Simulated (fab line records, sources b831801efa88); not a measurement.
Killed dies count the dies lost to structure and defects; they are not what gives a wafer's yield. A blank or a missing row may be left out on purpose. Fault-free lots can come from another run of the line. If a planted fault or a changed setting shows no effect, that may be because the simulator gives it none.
Split-lot study -- flow sfq-line -- on a route of 325 steps: 5 lots, 23 wafers read

== ABOUT THE SPLIT ==
At SFQ_TRILAYER_I0_VIA_LITHO_PEB_034 (peb time 60 s), the setting peb-time-s was moved away from the recipe's 60 s on 5 of the 23 wafers read, by -14.8% to -8.7%. This setting was run at the recipe's value on the other wafers.

== SPLIT TO READING: what lies between them in the file, 1 step ==
- SFQ_TRILAYER_I0_VIA_LITHO_DEVELOP_033: time 60 s

== THE READING ==
I0.cd-nm (the simulator's own value, which no gauge read), in nm, at SFQ_TRILAYER_I0_VIA_BARC_OPEN_VIA_ETCH_046 (etches BARC in O2, target depth 125 nm, time 41.7 s). No usual value for it is given in the file. Across the 18 wafers here that went through the recipe, the average is 500.7 nm and the standard deviation 1.2 nm.

wafer,"tool, chamber at the split","peb-time-s as run, s",against the recipe,"I0.cd-nm, nm",against lot-mates on the recipe
L075.1,"litho-track-03, 0",60,recipe,500.4,-
L075.3,"litho-track-03, 0",54.79,-8.7%,486.7,-12.8
L075.4,"litho-track-03, 0",60,recipe,498.6,-
L075.5,"litho-track-03, 0",54.79,-8.7%,485.6,-13.9
L075.6,"litho-track-03, 0",54.79,-8.7%,485.8,-13.7
L076.1,"litho-track-01, 0",60,recipe,502.1,-
L076.2,"litho-track-01, 0",60,recipe,500.7,-
L076.3,"litho-track-01, 0",60,recipe,500.6,-
L076.5,"litho-track-01, 0",60,recipe,500,-
L076.6,"litho-track-01, 0",60,recipe,500.9,-
L077.1,"litho-track-03, 0",60,recipe,499.7,-
L077.3,"litho-track-03, 0",60,recipe,499.7,-
L077.2,"litho-track-03, 0",60,recipe,500.4,-
L077.4,"litho-track-03, 0",60,recipe,500.8,-
L077.6,"litho-track-03, 0",60,recipe,499,-
L080.1,"litho-track-01, 0",51.15,-14.8%,479.9,-22.7
L080.2,"litho-track-01, 0",60,recipe,503.5,-
L080.3,"litho-track-01, 0",60,recipe,501.1,-
L080.5,"litho-track-01, 0",60,recipe,503.2,-
L080.6,"litho-track-01, 0",51.15,-14.8%,477.9,-24.7
L082.3,"litho-track-03, 0",60,recipe,500.9,-
L082.5,"litho-track-03, 0",60,recipe,500.6,-
L082.6,"litho-track-03, 0",60,recipe,501,-

THE FIT
A straight line over all 23 wafers: I0.cd-nm changes by +1.55 nm for each +1% of peb-time-s; r = +0.99; the points scatter about the line by 1.3 nm.
The same after taking each lot's own level away (the mean of its wafers on the recipe; 23 wafers): +1.59 nm for each +1%; r = +1.00; scatter 0.77 nm.
Per that fit: largest peb-time-s move, reading shift of 23 nm.
Across the lots, their own levels run from 499.50 to 502.60 nm, a range of 2.6 times the standard deviation given above.
Consequently the slope shifts little with the lot-to-lot level, the two slopes agreeing.
Check: for one of the wafers moved furthest among these (-14.8%), held out of the fit, the line's prediction against its lot-mates is -23.8 nm. It came out at -22.7 nm against them.

== ADDITIONAL SPLITS CARRIED BY THESE WAFERS ==
Other splits were also applied to these wafers ahead of the reading. Each is held against what the fit with the lots' levels taken away leaves over:
other split on the same wafers,wafers away from the commonest value,r with I0.cd-nm (lot level and that fit taken away)
SFQ_TRILAYER_L0_DEP_SPUTTER_003 time-s,9,-0.13
SFQ_TRILAYER_L0_LITHO_EXPOSE_006 dose-mj,9,+0.00
SFQ_TRILAYER_M0_DEP_SPUTTER_019 power-w,7,-0.20
SFQ_TRILAYER_M0_LITHO_EXPOSE_022 dose-mj,10,+0.40
SFQ_TRILAYER_M0_ETCH_METAL_ETCH_024 pressure-mtorr,15,-0.11
SFQ_TRILAYER_I0_VIA_LITHO_COAT_036 resist-thk-nm,9,-0.14

== FILE'S OWN FIT ==
I0.cd-nm changes by +1.59 nm for each +1% of peb-time-s, r = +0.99.
